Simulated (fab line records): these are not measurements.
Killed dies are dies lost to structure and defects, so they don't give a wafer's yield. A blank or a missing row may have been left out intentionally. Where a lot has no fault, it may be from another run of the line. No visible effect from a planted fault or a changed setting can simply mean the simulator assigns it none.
Chamber matching | flow gf180mcu | GF_V1_CMP_04 on cmp-02: 4 sister chambers
The step polishes SiO2. 4 wafers are shown with their chamber, then 6 later ones without.

== WAFERS WITH THEIR CHAMBER ==
wafer  | chamber | motor_current_A (A)
L190.2 | 1       | 12.5
L190.6 | 0       | 11.8
L192.3 | 3       | 12.4
L192.4 | 2       | 10.3

== WAFERS WITHOUT THEIR CHAMBER ==
wafer  | motor_current_A (A)
L192.6 | 10.5
L193.2 | 11.7
L193.3 | 10.8
L193.4 | 12.2
L197.3 | 11.7
L197.5 | 11.9

== WHICH CHAMBER EACH ONE RAN IN ==
wafer  | from the rows above          | in truth
L192.6 | 2                            | 2
L193.2 | 0                            | 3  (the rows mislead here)
L193.3 | 2                            | 2
L193.4 | can't be placed: 3 or 1 or 0 | 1
L197.3 | 0                            | 0
L197.5 | can't be placed: 0 or 3      | 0
Correctly placed: 3 of 6. Not placeable from these rows: 2 (in 2, the candidates include the true chamber). Number placed wrongly: 1.
How it was worked out, from the rows above alone: a wafer's distance from a chamber is the root of the sum, over the readings, of the square of ((its reading less the chamber's mean) divided by the reading's scatter). If the next closest chamber is less than 2 further off than the closest, the wafer can't be placed; otherwise it belongs to the closest. The mean given for a chamber averages the wafers shown for that chamber. The scatter: with one shown wafer a chamber, the root of the mean of the squares of how far each hidden wafer lies from its nearest shown one.
